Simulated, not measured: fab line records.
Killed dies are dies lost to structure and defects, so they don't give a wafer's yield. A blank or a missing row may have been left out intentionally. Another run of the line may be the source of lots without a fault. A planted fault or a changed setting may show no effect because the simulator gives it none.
Which tool was responsible? | flow gf180mcu | 14 lots with 42 wafers sampled at 5 steps, on a route of 602 steps

## WHAT THE GAUGES READ, wafer by wafer
GF_M3_OVL_MEAS_15. Usual: M3_OVL -1 nm, standard deviation 5.5.
lot  | measured     | on         | M3_OVL (nm) | flag
L226 | day 21 09:38 | overlay-02 | 10 3 3      |
L227 | day 21 13:29 | overlay-02 | -4 -4 -8    |
L229 | day 22 21:50 | overlay-02 | 1 -1 -1     |
L230 | day 23 01:34 | overlay-01 | -12 -10 -2  |
L231 | day 23 10:53 | overlay-02 | 1 -5 -3     |
L232 | day 23 16:38 | overlay-01 | -1 -2 4     |
L233 | day 24 01:07 | overlay-01 | 8 7 5       |
L234 | day 24 07:46 | overlay-02 | -3 -5 -7    |
L238 | day 25 18:31 | overlay-01 | 71 77 81    | OFF
L239 | day 25 22:38 | overlay-01 | 68 63 65    | OFF
L240 | day 26 02:55 | overlay-01 | 69 68 62    | OFF
L245 | day 27 15:31 | overlay-01 | 6 -5 0      |
L246 | day 27 20:55 | overlay-01 | 1 -1 -3     |
L249 | day 28 17:10 | overlay-02 | -9 0 -4     |

GF_V3_CD_MEAS_14 targets a cd of 260 nm. Usual: cd_nm 260.0 nm, standard deviation 1.2.
lot  | measured     | on        | cd_nm (nm)        | flag
L226 | day 22 09:40 | cd_sem-01 | 260.0 260.4 258.9 |
L227 | day 22 13:43 | cd_sem-02 | 259.1 258.4 259.5 |
L229 | day 23 21:37 | cd_sem-02 | 259.8 260.8 260.3 |
L230 | day 24 01:18 | cd_sem-01 | 258.8 259.2 258.2 |
L231 | day 24 10:16 | cd_sem-02 | 259.7 259.8 261.1 |
L232 | day 24 15:28 | cd_sem-01 | 261.2 261.0 260.9 |
L233 | day 25 00:42 | cd_sem-01 | 260.2 260.2 260.3 |
L234 | day 25 06:36 | cd_sem-01 | 260.2 260.0 260.4 |
L238 | day 26 17:27 | cd_sem-01 | 257.7 257.5 258.7 |
L239 | day 26 20:44 | cd_sem-01 | 260.3 260.4 261.5 |
L240 | day 27 00:58 | cd_sem-01 | 260.8 259.4 261.0 |
L245 | day 28 12:36 | cd_sem-01 | 260.3 259.7 258.7 |
L246 | day 28 18:15 | cd_sem-01 | 260.5 260.1 260.1 |
L249 | day 29 13:42 | cd_sem-02 | 260.7 260.4 259.7 |

GF_M4_OVL_MEAS_15. Usual: M4_OVL -1 nm, standard deviation 5.5.
lot  | measured     | on         | M4_OVL (nm) | flag
L226 | day 23 10:08 | overlay-02 | 6 2 -1      |
L227 | day 23 13:59 | overlay-01 | -5 -3 -7    |
L229 | day 24 21:05 | overlay-02 | -8 0 0      |
L230 | day 25 00:37 | overlay-01 | 6 3 2       |
L231 | day 25 08:50 | overlay-01 | -2 2 3      |
L232 | day 25 14:02 | overlay-01 | -2 7 1      |
L233 | day 26 00:13 | overlay-02 | 2 3 -1      |
L234 | day 26 04:58 | overlay-01 | -2 6 5      |
L238 | day 27 16:04 | overlay-02 | 1 -3 9      |
L239 | day 27 18:12 | overlay-01 | -5 -1 -1    |
L240 | day 27 22:38 | overlay-01 | -2 1 3      |
L245 | day 29 09:52 | overlay-02 | -11 -2 -12  |
L246 | day 29 14:52 | overlay-01 | -3 5 1      |
L249 | day 30 10:31 | overlay-02 | -10 -13 -5  |

## WHICH TOOL RAN EACH LOT (tool, then ch and the chambers of the sampled wafers, then the start)
lot  | GF_SALICIDE_RTA_06               | GF_M3_EXPOSE_11
L226 | rtp_anneal-01 ch 0, day 15 05:37 | krf_scanner-01 ch 0, day 20 22:09
L227 | rtp_anneal-02 ch 0, day 15 07:56 | krf_scanner-02 ch 0, day 21 00:53
L229 | rtp_anneal-01 ch 0, day 16 14:02 | krf_scanner-02 ch 0, day 22 10:47
L230 | rtp_anneal-02 ch 0, day 16 19:28 | krf_scanner-01 ch 0, day 22 14:26
L231 | rtp_anneal-02 ch 0, day 17 02:39 | krf_scanner-01 ch 0, day 22 23:31
L232 | rtp_anneal-02 ch 0, day 17 10:28 | krf_scanner-01 ch 0, day 23 05:28
L233 | rtp_anneal-01 ch 0, day 17 19:02 | krf_scanner-02 ch 0, day 23 14:17
L234 | rtp_anneal-01 ch 0, day 18 02:02 | krf_scanner-02 ch 0, day 23 21:12
L238 | rtp_anneal-02 ch 0, day 19 14:22 | krf_scanner-01 ch 0, day 25 08:03
L239 | rtp_anneal-02 ch 0, day 19 22:20 | krf_scanner-01 ch 0, day 25 12:26
L240 | rtp_anneal-01 ch 0, day 20 03:06 | krf_scanner-01 ch 0, day 25 17:04
L245 | rtp_anneal-02 ch 0, day 21 21:15 | krf_scanner-02 ch 0, day 27 05:41
L246 | rtp_anneal-02 ch 0, day 22 05:08 | krf_scanner-02 ch 0, day 27 11:15
L249 | rtp_anneal-02 ch 0, day 23 02:41 | krf_scanner-02 ch 0, day 28 07:05
- GF_SALICIDE_RTA_06: time 30 s.
- GF_M3_EXPOSE_11: exposes mask Metal3, target cd 280 nm.

## WHAT THE TOOLS THEMSELVES READ (means of the sampled wafers that have a number; where no wafer has one, the mark that the record gives instead)
GF_SALICIDE_RTA_06. Usual: lamp_power_pct 6.5 %, standard deviation 0.47; wafer_temp_C_max 533.7, standard deviation 0.99.
lot  | tool          | lamp_power_pct (%) | wafer_temp_C_max | flag
L226 | rtp_anneal-01 | 5.8                | 533.2            |
L227 | rtp_anneal-02 | 6.8                | 533.5            |
L229 | rtp_anneal-01 | 5.8                | 533.4            |
L230 | rtp_anneal-02 | 6.8                | 533.1            |
L231 | rtp_anneal-02 | 6.8                | 534.5            |
L232 | rtp_anneal-02 | 6.8                | 534.0            |
L233 | rtp_anneal-01 | 5.8                | 532.5            |
L234 | rtp_anneal-01 | 5.8                | 532.3            |
L238 | rtp_anneal-02 | 6.8                | 534.0            |
L239 | rtp_anneal-02 | 6.8                | 534.0            |
L240 | rtp_anneal-01 | 5.8                | 532.8            |
L245 | rtp_anneal-02 | 6.8                | 533.8            |
L246 | rtp_anneal-02 | 6.8                | 534.4            |
L249 | rtp_anneal-02 | 6.8                | 534.1            |

GF_M3_EXPOSE_11. Usual: focus_offset_nm -0.1 nm, standard deviation 0.54.
lot  | tool           | focus_offset_nm (nm) | flag
L226 | krf_scanner-01 | 0.5                  |
L227 | krf_scanner-02 | 0.5                  |
L229 | krf_scanner-02 | -0.9                 |
L230 | krf_scanner-01 | -0.2                 |
L231 | krf_scanner-01 | -0.2                 |
L232 | krf_scanner-01 | 0.4                  |
L233 | krf_scanner-02 | -0.4                 |
L234 | krf_scanner-02 | 0.6                  |
L238 | krf_scanner-01 | -0.5                 |
L239 | krf_scanner-01 | -0.3                 |
L240 | krf_scanner-01 | -0.9                 |
L245 | krf_scanner-02 | -0.4                 |
L246 | krf_scanner-02 | 0.2                  |
L249 | krf_scanner-02 | -0.1                 |

## THE ANSWER, worked out from the rows above alone
Rule: take the mean of a lot's wafers that have a number; if it is more than 3 standard deviations from the usual mean, the lot is off. Also off: a lot with no number at a reading for which 4 or more lots have one. Where the step has rows for the other lots, those lots are counted as sound. The gauges are gone through in route order, then the tools' own readings, and for those a lot's mean is taken as printed above. The first step at which some lot is off is used, and at that step the reading that is off furthest; a lot without a number counts as furthest.
Off: L238, L239, L240, seen at GF_M3_OVL_MEAS_15 (M3_OVL).
If a tool, at a process step before that reading, ran all the lots that are off and no sound lot after the first of them, it fits. The gauges at GF_M3_OVL_MEAS_15 are tried like those tools. One fits: krf_scanner-01 at GF_M3_EXPOSE_11. A fault onset in the window from L232 (day 23 05:28, its last sound lot) to L238 (day 25 08:03, its first lot off) fits.

## WHAT HAD BEEN PUT IN BY THE SIMULATOR
Scanner matching overlay: krf_scanner-01, from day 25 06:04 on, at GF_M3_EXPOSE_11. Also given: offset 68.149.
Struck lots among those shown: L238, L239, L240. The rule given above showed the same thing.
